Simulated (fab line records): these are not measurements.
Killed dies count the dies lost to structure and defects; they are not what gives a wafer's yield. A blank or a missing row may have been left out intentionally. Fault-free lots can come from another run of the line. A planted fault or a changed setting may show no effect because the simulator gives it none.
Chamber matching -- flow sky130 -- SKY_VIA1_ETCH_15 on rieDiel-03 has 4 sister chambers
The step etches SiO2 in C4F8/O2/Ar, stops on TiN, target depth 351 nm, time 54 s. 8 wafers are shown with their chamber, then 8 later ones without.

## WAFERS WITH THEIR CHAMBER
wafer,chamber,oesProductAu (a.u.)
L078.2,0,0.983
L078.5,0,0.972
L082.3,1,0.975
L082.4,3,0.986
L087.3,3,0.981
L087.4,1,0.989
L087.5,2,0.973
L093.2,2,0.988

## WAFERS WITHOUT THEIR CHAMBER
wafer,oesProductAu (a.u.)
L093.5,0.980
L093.6,0.983
L096.2,0.984
L096.4,0.989
L096.5,0.984
L097.1,0.976
L097.5,0.976
L097.6,0.981

## EACH ONE'S CHAMBER
wafer,from the rows above,in truth
L093.5,can't be placed: 2 or 1 or 0 or 3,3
L093.6,can't be placed: 3 or 1 or 2 or 0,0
L096.2,can't be placed: 3 or 1 or 2 or 0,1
L096.4,can't be placed: 3 or 1 or 2 or 0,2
L096.5,can't be placed: 3 or 1 or 2 or 0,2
L097.1,can't be placed: 0 or 2 or 1 or 3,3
L097.5,can't be placed: 0 or 2 or 1 or 3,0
L097.6,can't be placed: 2 or 1 or 3 or 0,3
Correctly placed: 0 of 8. Can't be placed from these rows: 8 (the true chamber is among the candidates in 8). Wrongly placed: 0.
How it was worked out, from the rows above alone: a wafer's distance from a chamber is the root of the sum, over the readings, of the square of ((its reading less the chamber's mean) divided by the reading's scatter). If the next closest chamber is less than 2 further off than the closest, the wafer can't be placed; otherwise it belongs to the closest. A chamber's mean is the mean of its shown wafers. The scatter is the square root of a quotient: the sum, over the shown wafers, of each reading's squared deviation from its chamber's mean, divided by wafers minus chambers.
